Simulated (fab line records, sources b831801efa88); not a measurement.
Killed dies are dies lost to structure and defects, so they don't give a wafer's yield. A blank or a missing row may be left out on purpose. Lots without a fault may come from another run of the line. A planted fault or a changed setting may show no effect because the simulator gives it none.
Problem report in the 8D (eight disciplines) form, filled by code | flow gf180mcu | the parts of the form that need people (team, actions taken, sign-off) are left out

1. THE PROBLEM
V2_CVD_02_THK at GF_V2_THK_MEAS_03 reads a mean of 1408 nm on 2 wafers of 2 lots; wafers without a fault read 849 nm with a standard deviation of 11. That is +51 standard deviations from the usual mean.
First seen on wafer L785.6, day 24 00:31, on film_metro-01. The record holds 33 wafers of 11 lots with a number at this step. Rule for "out", or "out of limits": more than 4 standard deviations from the usual mean. The other wafers with a number count as sound.

2. WHAT IT IS AND WHAT IT IS NOT
question                    | is                           | is not
which readings at this step | V2_CVD_02_THK                | -
which lots                  | L785, L787                   | L774, L776, L778, L780, L783, L788, L793, L794, L795
which wafers of those lots  | L785.6, L787.1               | L785.1, L785.4, L787.2, L787.4
read on which gauges        | film_metro-01, film_metro-03 | film_metro-02
when                        | from day 24 00:31            | up to then (17 sound wafers); but 14 sound wafers of L787, L788, L793, L794, L795 came after

3. SUSPECTS, AND WHAT RULES EACH OUT
Counting: a tool at a process step up to the reading stays a suspect if it ran every lot that is out. Sound lots after the first of them don't rule it out here, since some wafers of a struck lot are sound.
- the gauge at GF_V2_THK_MEAS_03: ruled out. The wafers that are out were read on 2 gauges (film_metro-01, film_metro-03).
- rie_diel-03 at GF_V1_ETCH_17 (etches SiO2 in C4F8/O2/Ar, stops on TiN, target depth 630 nm): kept. It ran every lot that is out, first L785 (day 24 00:26). GF_V1_ETCH_17 gives no start for some lots, so the hours and the order of its lots are those of GF_V2_CVD_02.
- pecvd-03 at GF_V2_CVD_02 (deposits SiO2 from TEOS, target thk 850 nm, time 94.851 s): kept. It ran every lot that is out, first L785 (day 24 00:26); its last sound lot up to then is L783 (day 23 11:35).
- Within pecvd-03 at GF_V2_CVD_02: the wafers that are out ran in chamber 0; their sound lot-mates ran in chambers 1, 2.
Left after counting: rie_diel-03 at GF_V1_ETCH_17, pecvd-03 at GF_V2_CVD_02.

4. THE CAUSE (what the simulator had put in)
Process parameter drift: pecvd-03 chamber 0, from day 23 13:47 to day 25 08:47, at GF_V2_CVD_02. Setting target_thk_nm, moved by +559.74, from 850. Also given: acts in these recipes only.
Counting left 2 suspects, and this tool is among them.

5. THE CHAIN OF EFFECTS, in route order
Each row: a reading whose mean over the struck wafers that have a number lies more than 3 standard deviations from the usual. Only readings for which the record gives a usual standard deviation are gone through. hours: the time from each lot's start at the first step in this table that gives one to its start at this step, as a median over the lots. sigmas: the change in usual standard deviations.
hours | step              | reading            | usual  | on struck wafers | change | sigmas
0     | GF_V2_THK_MEAS_03 | V2_CVD_02_THK      | 849 nm | 1408             | +558   | +51
0     | GF_V2_CMP_04      | time_to_endpoint_s | 77 s   | 280              | +203   | +41
The process steps in it:
- GF_V2_CMP_04: polishes SiO2.
Later measuring or inspecting steps at which every struck wafer that the step has a row for has a number for every such reading, and none has moved that far: GF_V2_THK_MEAS_25.

6. WHAT WOULD HAVE CAUGHT IT SOONER
In this record the first reading out of limits at a measuring or inspecting step was taken at day 24 00:31, 11 hours after the fault began at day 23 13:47.
Of the tool readings at GF_V2_CVD_02 for which the record gives a usual standard deviation, none was out on any struck wafer, so an alarm limit of 4 standard deviations on them would not have fired.
Of the lots that are out (2), L787 began GF_V2_CVD_02 on pecvd-03 after day 24 00:31. A hold on the tool at that time would have spared it.
